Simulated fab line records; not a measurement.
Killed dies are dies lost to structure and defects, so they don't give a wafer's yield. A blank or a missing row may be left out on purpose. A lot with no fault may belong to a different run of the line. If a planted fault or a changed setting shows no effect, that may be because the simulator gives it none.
Chamber matching -- flow sky130 -- SKY_VIA1_CMP_24 on cmp-01 has 4 sister chambers
The step polishes, stops on SiO2, t overpolish 15 s, target thk 0 nm. 4 wafers are shown with their chamber, then 8 later ones without.

## EACH WAFER AND ITS CHAMBER
wafer,chamber,motorCurrentA (A)
L084.3,0,11.8
L084.5,2,10.4
L084.6,3,11.3
L086.1,1,11.6

## WAFERS WITHOUT THEIR CHAMBER
wafer,motorCurrentA (A)
L086.2,10.2
L086.5,11.6
L091.1,11.4
L091.4,10.4
L091.5,11.8
L096.1,11.6
L096.2,11.6
L096.3,11.0

## EACH ONE'S CHAMBER
wafer,from the rows above,in truth
L086.2,2,2
L086.5,can't be placed: 1 or 0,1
L091.1,can't be placed: 3 or 1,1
L091.4,2,2
L091.5,can't be placed: 0 or 1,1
L096.1,can't be placed: 1 or 0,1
L096.2,can't be placed: 1 or 0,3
L096.3,3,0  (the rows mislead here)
2 of 8 placed correctly. Not placeable from these rows: 5 (in 4, the candidates include the true chamber). Placed wrongly: 1.
How it was worked out, from the rows above alone: a wafer's distance from a chamber is the root of the sum, over the readings, of the square of ((its reading less the chamber's mean) divided by the reading's scatter). If the next closest chamber is less than 2 further off than the closest, the wafer can't be placed; otherwise it belongs to the closest. Each chamber's mean is taken over the wafers shown for it. The scatter: root of mean squared gap, hidden wafer to nearest shown wafer, with one shown wafer a chamber.
